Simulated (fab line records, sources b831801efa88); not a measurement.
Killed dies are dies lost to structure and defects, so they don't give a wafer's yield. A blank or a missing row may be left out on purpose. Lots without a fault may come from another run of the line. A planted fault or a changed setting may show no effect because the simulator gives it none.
A sampling plan put to the test | flow sfq_line | one fab line, 37 faults that these records tell of, each judged on the records of the lots that it struck
The plan is the line's own looks: the steps of the route at which a gauge or an inspection reads the wafer and doesn't change it. A look can be judged if struck wafers have a number there and the file gives its usual mean and standard deviation on fault-free wafers. Caught: at a look after the fault's first step, the mean of the struck wafers lies 4 or more of those standard deviations (sigma) from the usual mean. On the tool: the same test on the tool's own readings at the fault's steps. Another recipe on the struck wafers, or a record that is blank for them alone, also counts as caught.

THE FAULTS, as the simulator had put them in
1. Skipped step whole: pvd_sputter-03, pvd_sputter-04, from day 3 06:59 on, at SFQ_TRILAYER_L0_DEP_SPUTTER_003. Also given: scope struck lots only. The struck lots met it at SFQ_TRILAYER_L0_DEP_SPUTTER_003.
2. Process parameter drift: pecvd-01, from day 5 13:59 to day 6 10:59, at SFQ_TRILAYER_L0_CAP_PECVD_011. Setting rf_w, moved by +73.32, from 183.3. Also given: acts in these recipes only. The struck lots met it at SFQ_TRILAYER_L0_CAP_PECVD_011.
3. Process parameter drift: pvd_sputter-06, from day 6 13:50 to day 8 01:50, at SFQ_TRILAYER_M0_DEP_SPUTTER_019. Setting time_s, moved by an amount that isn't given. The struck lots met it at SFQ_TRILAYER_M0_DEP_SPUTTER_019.
4. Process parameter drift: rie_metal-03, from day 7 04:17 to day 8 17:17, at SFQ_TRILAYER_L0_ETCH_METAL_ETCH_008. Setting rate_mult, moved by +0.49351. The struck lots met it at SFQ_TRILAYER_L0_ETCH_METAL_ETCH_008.
5. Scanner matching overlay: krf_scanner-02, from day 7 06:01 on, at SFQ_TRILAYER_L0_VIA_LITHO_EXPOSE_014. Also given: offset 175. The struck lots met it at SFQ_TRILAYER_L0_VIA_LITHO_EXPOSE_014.
6. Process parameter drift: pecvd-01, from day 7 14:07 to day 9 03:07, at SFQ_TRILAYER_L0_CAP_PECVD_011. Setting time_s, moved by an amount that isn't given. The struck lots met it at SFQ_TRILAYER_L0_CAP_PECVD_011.
7. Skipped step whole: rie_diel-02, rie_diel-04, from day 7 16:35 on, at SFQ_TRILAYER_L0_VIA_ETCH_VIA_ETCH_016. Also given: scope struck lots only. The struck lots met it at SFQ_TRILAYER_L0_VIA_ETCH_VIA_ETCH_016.
8. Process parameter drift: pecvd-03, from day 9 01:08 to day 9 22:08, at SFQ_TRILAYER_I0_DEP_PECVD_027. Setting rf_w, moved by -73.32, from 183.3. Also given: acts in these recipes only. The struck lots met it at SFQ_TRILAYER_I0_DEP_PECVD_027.
9. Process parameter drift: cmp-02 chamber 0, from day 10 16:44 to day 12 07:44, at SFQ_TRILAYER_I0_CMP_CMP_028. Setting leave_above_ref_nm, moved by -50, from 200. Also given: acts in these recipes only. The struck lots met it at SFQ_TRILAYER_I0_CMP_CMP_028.
10. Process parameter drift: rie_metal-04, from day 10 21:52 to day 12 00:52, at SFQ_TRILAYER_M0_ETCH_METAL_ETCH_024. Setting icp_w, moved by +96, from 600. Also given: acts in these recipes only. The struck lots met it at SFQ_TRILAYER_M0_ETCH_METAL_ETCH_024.
11. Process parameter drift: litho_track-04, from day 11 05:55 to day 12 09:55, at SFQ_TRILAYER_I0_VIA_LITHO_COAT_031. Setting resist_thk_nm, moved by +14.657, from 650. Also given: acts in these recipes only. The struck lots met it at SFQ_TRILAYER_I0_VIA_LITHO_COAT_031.
12. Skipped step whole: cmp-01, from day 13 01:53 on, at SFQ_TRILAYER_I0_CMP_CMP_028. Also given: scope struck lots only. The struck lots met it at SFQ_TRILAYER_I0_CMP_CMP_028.
13. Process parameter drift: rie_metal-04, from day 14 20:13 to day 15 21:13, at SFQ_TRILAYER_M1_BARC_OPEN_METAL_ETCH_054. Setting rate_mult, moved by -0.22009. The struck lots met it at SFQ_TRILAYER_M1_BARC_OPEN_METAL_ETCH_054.
14. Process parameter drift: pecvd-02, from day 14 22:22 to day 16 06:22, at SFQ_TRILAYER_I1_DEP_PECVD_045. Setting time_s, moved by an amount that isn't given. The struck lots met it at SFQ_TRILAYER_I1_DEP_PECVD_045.
15. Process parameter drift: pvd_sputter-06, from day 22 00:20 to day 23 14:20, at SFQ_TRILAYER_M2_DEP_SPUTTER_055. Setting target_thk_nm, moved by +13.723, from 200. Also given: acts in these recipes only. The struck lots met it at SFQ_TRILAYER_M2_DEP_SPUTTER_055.
16. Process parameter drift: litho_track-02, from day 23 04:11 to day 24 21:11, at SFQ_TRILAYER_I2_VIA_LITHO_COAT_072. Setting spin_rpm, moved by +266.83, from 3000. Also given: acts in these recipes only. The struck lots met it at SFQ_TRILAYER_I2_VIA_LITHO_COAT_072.
17. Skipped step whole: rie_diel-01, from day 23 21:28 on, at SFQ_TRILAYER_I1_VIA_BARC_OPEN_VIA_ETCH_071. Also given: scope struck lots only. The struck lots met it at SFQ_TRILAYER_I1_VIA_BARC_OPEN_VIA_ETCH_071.
18. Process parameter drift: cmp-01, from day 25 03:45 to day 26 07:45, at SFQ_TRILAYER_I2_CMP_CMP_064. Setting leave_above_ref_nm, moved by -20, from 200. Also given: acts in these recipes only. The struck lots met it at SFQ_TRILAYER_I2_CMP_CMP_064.
19. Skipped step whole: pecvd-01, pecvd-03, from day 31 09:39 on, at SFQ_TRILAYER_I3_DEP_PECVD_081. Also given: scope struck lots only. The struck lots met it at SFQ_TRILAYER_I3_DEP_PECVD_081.
20. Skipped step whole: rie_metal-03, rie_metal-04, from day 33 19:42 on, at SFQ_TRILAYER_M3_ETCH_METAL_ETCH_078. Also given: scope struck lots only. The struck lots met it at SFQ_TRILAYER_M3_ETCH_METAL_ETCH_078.
21. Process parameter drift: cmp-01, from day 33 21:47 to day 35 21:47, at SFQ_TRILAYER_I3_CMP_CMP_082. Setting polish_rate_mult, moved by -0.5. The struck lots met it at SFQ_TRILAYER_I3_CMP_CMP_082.
22. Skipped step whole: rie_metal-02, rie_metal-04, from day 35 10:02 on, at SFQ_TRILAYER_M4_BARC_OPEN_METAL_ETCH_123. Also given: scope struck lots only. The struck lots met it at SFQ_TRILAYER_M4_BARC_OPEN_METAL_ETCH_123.
23. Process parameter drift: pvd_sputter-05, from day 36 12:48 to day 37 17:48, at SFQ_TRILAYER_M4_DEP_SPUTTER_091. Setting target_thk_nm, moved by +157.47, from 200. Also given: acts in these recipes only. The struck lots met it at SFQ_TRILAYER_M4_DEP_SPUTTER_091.
24. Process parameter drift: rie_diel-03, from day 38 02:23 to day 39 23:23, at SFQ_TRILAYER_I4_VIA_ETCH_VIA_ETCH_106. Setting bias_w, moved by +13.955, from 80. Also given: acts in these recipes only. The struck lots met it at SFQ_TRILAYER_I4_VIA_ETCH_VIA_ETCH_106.
25. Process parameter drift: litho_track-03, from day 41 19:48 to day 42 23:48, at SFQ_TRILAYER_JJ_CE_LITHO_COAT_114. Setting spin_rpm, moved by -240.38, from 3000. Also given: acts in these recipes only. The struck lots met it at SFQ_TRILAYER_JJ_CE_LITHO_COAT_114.
26. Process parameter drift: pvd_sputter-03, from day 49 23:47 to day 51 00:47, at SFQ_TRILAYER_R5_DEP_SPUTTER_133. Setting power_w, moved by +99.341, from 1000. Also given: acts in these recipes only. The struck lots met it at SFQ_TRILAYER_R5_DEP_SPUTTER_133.
27. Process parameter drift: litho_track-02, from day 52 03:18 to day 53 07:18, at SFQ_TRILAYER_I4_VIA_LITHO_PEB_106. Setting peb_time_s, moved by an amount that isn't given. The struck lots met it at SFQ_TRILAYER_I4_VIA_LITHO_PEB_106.
28. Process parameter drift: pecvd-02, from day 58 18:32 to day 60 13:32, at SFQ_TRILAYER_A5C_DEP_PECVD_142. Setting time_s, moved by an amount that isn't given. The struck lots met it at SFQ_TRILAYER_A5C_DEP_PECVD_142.
29. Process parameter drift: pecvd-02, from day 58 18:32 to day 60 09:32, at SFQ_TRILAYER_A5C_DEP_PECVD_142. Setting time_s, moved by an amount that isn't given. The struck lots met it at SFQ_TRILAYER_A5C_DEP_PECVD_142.
30. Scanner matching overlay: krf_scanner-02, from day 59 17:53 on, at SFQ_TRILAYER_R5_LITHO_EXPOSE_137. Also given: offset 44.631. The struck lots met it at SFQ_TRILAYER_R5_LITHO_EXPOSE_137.
31. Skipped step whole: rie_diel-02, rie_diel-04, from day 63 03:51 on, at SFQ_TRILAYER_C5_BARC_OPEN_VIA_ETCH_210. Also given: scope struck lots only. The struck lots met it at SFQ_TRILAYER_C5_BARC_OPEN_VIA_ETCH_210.
32. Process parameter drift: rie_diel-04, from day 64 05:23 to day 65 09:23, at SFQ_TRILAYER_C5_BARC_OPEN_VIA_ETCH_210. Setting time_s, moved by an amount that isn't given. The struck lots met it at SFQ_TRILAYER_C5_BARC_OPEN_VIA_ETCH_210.
33. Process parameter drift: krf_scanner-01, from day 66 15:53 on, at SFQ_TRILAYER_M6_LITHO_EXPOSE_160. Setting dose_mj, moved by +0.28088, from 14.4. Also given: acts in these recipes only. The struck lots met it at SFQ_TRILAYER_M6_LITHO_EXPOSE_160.
34. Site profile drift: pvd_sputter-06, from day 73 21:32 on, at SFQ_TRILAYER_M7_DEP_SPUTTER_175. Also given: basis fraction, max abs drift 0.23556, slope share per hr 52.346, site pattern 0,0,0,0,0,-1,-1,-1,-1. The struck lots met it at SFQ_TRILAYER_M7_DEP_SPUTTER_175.
35. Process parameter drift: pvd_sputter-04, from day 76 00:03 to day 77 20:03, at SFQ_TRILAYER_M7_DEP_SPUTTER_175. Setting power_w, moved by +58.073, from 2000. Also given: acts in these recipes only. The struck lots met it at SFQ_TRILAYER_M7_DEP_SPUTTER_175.
36. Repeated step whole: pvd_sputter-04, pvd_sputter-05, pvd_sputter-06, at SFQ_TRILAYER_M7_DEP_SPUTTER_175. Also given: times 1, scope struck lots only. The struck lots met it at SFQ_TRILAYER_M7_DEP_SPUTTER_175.
37. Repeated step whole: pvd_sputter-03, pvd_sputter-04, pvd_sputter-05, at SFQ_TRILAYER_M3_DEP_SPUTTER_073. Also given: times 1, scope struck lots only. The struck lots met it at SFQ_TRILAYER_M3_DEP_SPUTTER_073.

WHAT THE PLAN SAW
fault | on the tool itself                               | first look that catches it                      | reading, sigma                                  | median hours from its first step to that look | hours from the fault's start to the first struck lot there | judged looks passed uncaught
1     | the tool's record is blank for the struck wafers | no look after it can be judged                  | -                                               | -                                             | -                                                          | 0
2     | rf_fwd_power_W +92 sigma                         | no look after it can be judged                  | -                                               | -                                             | -                                                          | 0
3     | under 2 sigma                                    | SFQ_M0_RS_MEAS_904                              | M0_NB_RS -20                                    | 0.1                                           | 3                                                          | 0
4     | under 2 sigma                                    | no look after it can be judged                  | -                                               | -                                             | -                                                          | 0
5     | under 2 sigma                                    | SFQ_L0V_OVL_MEAS_903                            | L0V_OVL +36                                     | 1.2                                           | 5                                                          | 0
6     | under 2 sigma                                    | not the one look that can be judged after it    | -                                               | -                                             | -                                                          | 1
7     | no reading that can be judged                    | none of the 5 looks that can be judged after it | -                                               | -                                             | -                                                          | 5
8     | rf_fwd_power_W -99 or beyond sigma               | not the one look that can be judged after it    | -                                               | -                                             | -                                                          | 1
9     | time_to_endpoint_s +5.1 sigma                    | not the one look that can be judged after it    | -                                               | -                                             | -                                                          | 1
10    | rf_fwd_power_W +53 sigma                         | no look after it can be judged                  | -                                               | -                                             | -                                                          | 0
11    | no reading that can be judged                    | not the one look that can be judged after it    | -                                               | -                                             | -                                                          | 1
12    | the tool's record is blank for the struck wafers | no look after it can be judged                  | -                                               | -                                             | -                                                          | 0
13    | under 2 sigma                                    | no look after it can be judged                  | -                                               | -                                             | -                                                          | 0
14    | run_length_s -6.2 sigma                          | no look after it can be judged                  | -                                               | -                                             | -                                                          | 0
15    | under 2 sigma                                    | SFQ_M2_RS_MEAS_914                              | M2_NB_RS -8.8                                   | 0.1                                           | 7                                                          | 0
16    | spin_speed_rpm +99 or beyond sigma               | not the one look that can be judged after it    | -                                               | -                                             | -                                                          | 1
17    | no reading that can be judged                    | not the one look that can be judged after it    | -                                               | -                                             | -                                                          | 1
18    | under 2 sigma                                    | no look after it can be judged                  | -                                               | -                                             | -                                                          | 0
19    | the tool's record is blank for the struck wafers | not the one look that can be judged after it    | -                                               | -                                             | -                                                          | 1
20    | no reading that can be judged                    | none of the 5 looks that can be judged after it | -                                               | -                                             | -                                                          | 5
21    | time_to_endpoint_s +9.4 sigma                    | no look after it can be judged                  | -                                               | -                                             | -                                                          | 0
22    | the tool's record is blank for the struck wafers | no look after it can be judged                  | -                                               | -                                             | -                                                          | 0
23    | under 2 sigma                                    | SFQ_M4_RS_MEAS_924                              | M4_NB_RS -53                                    | 0.1                                           | 14                                                         | 0
24    | bias_w +60 sigma                                 | no look after it can be judged                  | -                                               | -                                             | -                                                          | 0
25    | spin_speed_rpm -99 or beyond sigma               | not the one look that can be judged after it    | -                                               | -                                             | -                                                          | 1
26    | cathode_dc_power_W +99 or beyond sigma           | SFQ_R5_RS_MEAS_933                              | R5_MONX_RS -7.9                                 | 0.1                                           | 2                                                          | 0
27    | heater_power_total_W +28 sigma                   | not the one look that can be judged after it    | -                                               | -                                             | -                                                          | 1
28    | under 2 sigma                                    | no look after it can be judged                  | -                                               | -                                             | -                                                          | 0
29    | under 2 sigma                                    | none of the 2 looks that can be judged after it | -                                               | -                                             | -                                                          | 2
30    | no reading that can be judged                    | SFQ_R5_OVL_MEAS_935                             | R5_OVL +9.0                                     | 1.5                                           | 9                                                          | 0
31    | the tool's record is blank for the struck wafers | no look after it can be judged                  | -                                               | -                                             | -                                                          | 0
32    | run_length_s +22 sigma                           | no look after it can be judged                  | -                                               | -                                             | -                                                          | 0
33    | exposure_dose_mJ_cm2 +20 sigma                   | not the one look that can be judged after it    | -                                               | -                                             | -                                                          | 1
34    | under 2 sigma                                    | SFQ_M7_RS_MEAS_943                              | M7_NB_RS +18                                    | 0.1                                           | 9                                                          | 0
35    | cathode_dc_power_W +99 or beyond sigma           | not the one look that can be judged after it    | strongest: M7_NB_RS at SFQ_M7_RS_MEAS_943, -3.3 | -                                             | -                                                          | 1
36    | under 2 sigma                                    | SFQ_M7_RS_MEAS_943                              | M7_NB_RS -63                                    | 0.4                                           | -                                                          | 0
37    | under 2 sigma                                    | SFQ_M3_RS_MEAS_919                              | M3_NB_RS -46                                    | 0.4                                           | -                                                          | 0
A dash: the fault isn't caught, or these records don't give the number.

Caught at a look: 9 of 37. Caught on the tool: 19 of 37. By one or the other: 27 of 37.
Caught on the tool alone: faults 1, 2, 8, 9, 10, 12, 14, 16, 19, 21, 22, 24, 25, 27, 31, 32, 33, 35.
Caught at a look alone: faults 3, 5, 15, 23, 30, 34, 36, 37.
Caught by neither: faults 4, 6, 7, 11, 13, 17, 18, 20, 28, 29.

THINNER SAMPLING
If the look that catches a fault measured only every second or every third lot, by lot number, the first struck lot would be measured this late in the worst case:
fault | struck lots at that look, in order of time | every lot | every second lot | every third lot
3     | L984, L985, L986, L987                     | 3 h       | 11 h             | 16 h
5     | L632, L633, L634, L635                     | 5 h       | 7 h              | 14 h
15    | L208, L211                                 | 7 h       | 35 h             | may miss all 2
23    | L862, L863                                 | 14 h      | 28 h             | may miss all 2
26    | L145, L147                                 | 2 h       | may miss all 2   | may miss all 2
30    | L291, L292, L293, L294                     | 9 h       | 12 h             | 16 h
34    | L515, L516                                 | 9 h       | 14 h             | may miss all 2
Hours are from the fault's start to the first struck lot that is measured. The limit of 4 sigma was tested on all struck wafers together, so one lot alone may lie under it. Other struck lots may not be in these records.

THE LONGEST TIMED WAY FROM STEP TO LOOK
Fault 30: a median of 1.5 hours passes between SFQ_TRILAYER_R5_LITHO_EXPOSE_137 and SFQ_R5_OVL_MEAS_935. No look between them can be judged.
